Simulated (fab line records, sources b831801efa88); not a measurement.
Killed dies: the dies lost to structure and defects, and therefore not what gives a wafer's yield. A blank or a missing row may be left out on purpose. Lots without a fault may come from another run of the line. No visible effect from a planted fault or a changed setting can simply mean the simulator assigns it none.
A lot that was struck, set against a sound lot :: flow sky130 :: 14 steps out of a route of 708
Sound: wafers L655.2, L655.4, L655.5. Wafers struck: L672.2, L672.4, L672.5. The cause comes at the end.
For every step that has rows: the tool of each side, followed by ch and its chambers, followed by its first start. Under that, the readings that differ: sound wafers :: struck wafers :: difference of the means :: sigmas: that difference in standard deviations of wafers without a fault.
alike: readings with means less than 2 such deviations apart, plus words and numbers identical on both sides. not compared: withheld readings, readings lacking a value on some wafer, bounds such as >300 that could conceal the same value, and numbers that have no deviation in the record and whose values overlap.
Wherever a step has rows on one side only, a row that says differs or no value, or a row with sigmas, the two part there. Non-overlapping numbers with no deviation appear without sigmas and do not part them. A reading missing from all wafers of one side parts the sides only when that side holds two or more wafers.

SKY_NWELL_TW_MEAS_26:
  struck on filmMetro-04, day 10 02:31; sound on filmMetro-01, day 6 08:20
  alike: NWELL_2_TW
then, 1 step without rows for these wafers: SKY_NWELL_CLEAN_27 (cleans in SC1/SC2, time 150 s).
SKY_NWELL_RTA_28: time 30 s.
  sound on rtpAnneal-02 ch 0, day 6 08:27; struck on rtpAnneal-02 ch 0, day 10 02:38
  alike: lampPowerPct, rampUpCPerS, wafer_temp_C_max
SKY_NWELL_RS_MEAS_29: measurement is done with a four-point probe.
  struck on filmMetro-03, day 10 02:44; sound on filmMetro-01, day 6 08:34
  alike: NWELL_RS
SKY_NWELL_RS_MEAS_31: measurement is done with a four-point probe.
  struck on filmMetro-03, day 10 02:58; sound on filmMetro-01, day 6 08:48
reading: PWDE_RS (ohm/sq)
sound: 5296 5290 5296
struck: 5250 5246 5267
difference: -40
sigmas: -2
then, 6 steps without rows for these wafers: SKY_VT_ADJUST_HVTP_DEHYDRATE_00 (time 60 s); SKY_VT_ADJUST_HVTP_HMDS_01 (prime time 60 s); SKY_VT_ADJUST_HVTP_COAT_02 (resist thk 1140 nm); SKY_VT_ADJUST_HVTP_SOFTBAKE_03 (time 60 s); SKY_VT_ADJUST_HVTP_EXPOSE_04 (exposes mask HVTPM, target cd 380 nm); SKY_VT_ADJUST_HVTP_PEB_05.
SKY_VT_ADJUST_HVTP_DEVELOP_06: develop time 60 s.
  sound on lithoTrack-03 ch 0, day 7 04:16; struck on lithoTrack-03 ch 0, day 11 02:31
reading: developerTempC (C)
sound: 22.98 22.90 22.89
struck: 25.18 25.34 25.30
difference: +2.35
sigmas: +26
SKY_VT_ADJUST_HVTP_CD_MEAS_07: target cd 380 nm.
  struck on cdSem-01, day 11 02:40; sound on cdSem-01, day 7 04:25
reading: cdNm (nm)
sound: 379.4 382.2 382.9
struck: 369.1 371.5 371.0
difference: -11.0
sigmas: -4
SKY_VT_ADJUST_HVTP_OVL_MEAS_08:
  struck on overlay-01, day 11 02:46; sound on overlay-01, day 7 04:31
  alike: VT_ADJUST_HVTP_OVL

WHERE THEY PART
First at SKY_NWELL_RS_MEAS_31; last, within this record, at SKY_VT_ADJUST_HVTP_CD_MEAS_07. Later steps at which nothing parts them and some readings are alike: SKY_VT_ADJUST_HVTP_OVL_MEAS_08.

WHY: what the simulator had put in
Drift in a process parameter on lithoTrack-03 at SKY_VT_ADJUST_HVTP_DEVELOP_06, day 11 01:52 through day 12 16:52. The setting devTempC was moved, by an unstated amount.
